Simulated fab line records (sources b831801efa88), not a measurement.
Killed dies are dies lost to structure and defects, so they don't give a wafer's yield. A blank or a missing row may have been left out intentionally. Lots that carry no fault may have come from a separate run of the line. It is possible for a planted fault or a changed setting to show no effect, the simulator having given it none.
A lot that was struck, set against a sound lot :: flow sky130 :: 17 out of 708 route steps
Sound: these wafers, L958.2, L958.4, L958.5. Struck: wafer L953.2 (left out: L953.6, a lot-mate that was not struck); the cause follows at the end.
For every step that has rows: the tool of each side, followed by ch and its chambers, followed by its first start. Under that, the readings that differ: sound wafers :: struck wafers :: difference of the means :: sigmas: that difference in standard deviations of wafers without a fault.
alike: readings whose means differ by less than 2 such deviations, and words and numbers that are the same on both sides. not compared: withheld readings, readings that some wafer has no value for, bounds like >300 that may hide the same value, and numbers for which the record gives no deviation and whose values overlap.
The two part at a step that has a row with sigmas, a row that says differs or no value, or rows on one side only. Non-overlapping numbers with no deviation appear without sigmas and do not part them. Lack of a reading on every wafer of one side parts them only where that side has two or more wafers.

SKY_VT_ADJUST_HVTR_OVL_MEAS_08:
  sound on overlay-01 at day 15 20:59; struck on overlay-01 at day 14 06:35
reading: VT_ADJUST_HVTR_OVL (nm)
sound: 1.2 1.0 2.0
struck: -1.8
difference: -3.2
sigmas: -2
next, for these wafers, 1 step has no rows: SKY_VT_ADJUST_HVTR_IMPLANT_09.
SKY_VT_ADJUST_HVTR_STRIP_10: strips in O2/N2.
  sound on plasma_asher-03 ch 0, day 15 21:10; struck on plasma_asher-02 ch 1, day 14 06:46
  alike: drypump_motor_current_A, oes_product_au, strip_time_to_endpoint_s
  not compared: rf_hours_counter_h
SKY_VT_ADJUST_HVTR_TW_MEAS_11:
  sound on film_metro-04 at day 15 21:16; struck on film_metro-04 at day 14 06:52
  alike: VT_ADJUST_HVTR_TW
then, 7 steps without rows for these wafers: SKY_VT_ADJUST_PCH_DEHYDRATE_00 (time 60 s); SKY_VT_ADJUST_PCH_HMDS_01 (prime time 60 s); SKY_VT_ADJUST_PCH_COAT_02 (resist thk 3000 nm); SKY_VT_ADJUST_PCH_SOFTBAKE_03; SKY_VT_ADJUST_PCH_EXPOSE_04 (exposes mask NWM, target cd 840 nm); SKY_VT_ADJUST_PCH_PEB_05; SKY_VT_ADJUST_PCH_DEVELOP_06 (develop time 60 s).
SKY_VT_ADJUST_PCH_OVL_MEAS_07:
  sound on overlay-01 at day 17 01:43; struck on overlay-01 at day 15 09:49
reading: VT_ADJUST_PCH_OVL (nm)
sound: -1.3 -0.5 -2.7
struck: 1.6
difference: +3.1
sigmas: +2
SKY_VT_ADJUST_PCH_IMPLANT_08:
  sound on implanter-04 ch 0, day 17 01:46; struck on implanter-02 ch 0, day 15 09:52
  alike: beam_energy_keV, beam_on_s
SKY_VT_ADJUST_PCH_STRIP_09: strips in O2/N2.
  sound on plasma_asher-03 ch 1, day 17 01:54; struck on plasma_asher-03 ch 1, day 15 09:59
  alike: drypump_motor_current_A, oes_product_au, strip_time_to_endpoint_s
  not compared: rf_hours_counter_h
SKY_VT_ADJUST_PCH_TW_MEAS_10:
  sound on film_metro-03 at day 17 02:01; struck on film_metro-03 at day 15 10:06
reading: VT_ADJUST_PCH_TW
sound: 144.1 143.6 143.3
struck: 141.0
difference: -2.7
sigmas: -4
then, 1 step without rows for these wafers: SKY_SONOS_TUNNEL_DEHYDRATE_00 (time 60 s).
-- the record jumps here: 34 days lie between the struck wafers' starts before and after (it left off in module SONOS_TUNNEL and takes up again in module PAD_OPEN, whose first step shown is number 708 of the route) --
SKY_PAD_OPEN_PROBE_99:
  sound on prober-02 at day 50 14:25; struck on prober-01 at day 49 15:06
reading: model.etest.pfet_g5v0d10v5.vt_long_v (V)
sound: -0.9291 -0.9489 -0.9285
struck: -0.9506
difference: -0.0151
sigmas: 

reading: model.etest.pfet_g5v0d10v5.vt_v_range
sound: 0.03732 0.03371 0.04727
struck: 0.0832
difference: +0.0438
sigmas: 

reading: model.etest.pfet_01v8_lvt.vt_v_range
sound: 0.0202 0.0109 0.0154
struck: 0.03857
difference: +0.02307
sigmas: 
  alike: killed_at_M0_to_M3, killed_at_M4_up, killed_at_contacts, killed_at_front_end, killed_at_other, killed_dies, killed_open, killed_short

## WHERE THEY PART
Last at SKY_VT_ADJUST_PCH_TW_MEAS_10 as far as this record goes, first at SKY_VT_ADJUST_HVTR_OVL_MEAS_08. Later steps at which nothing parts them and some readings are alike: SKY_PAD_OPEN_PROBE_99.

WHY: the cause the simulator had injected
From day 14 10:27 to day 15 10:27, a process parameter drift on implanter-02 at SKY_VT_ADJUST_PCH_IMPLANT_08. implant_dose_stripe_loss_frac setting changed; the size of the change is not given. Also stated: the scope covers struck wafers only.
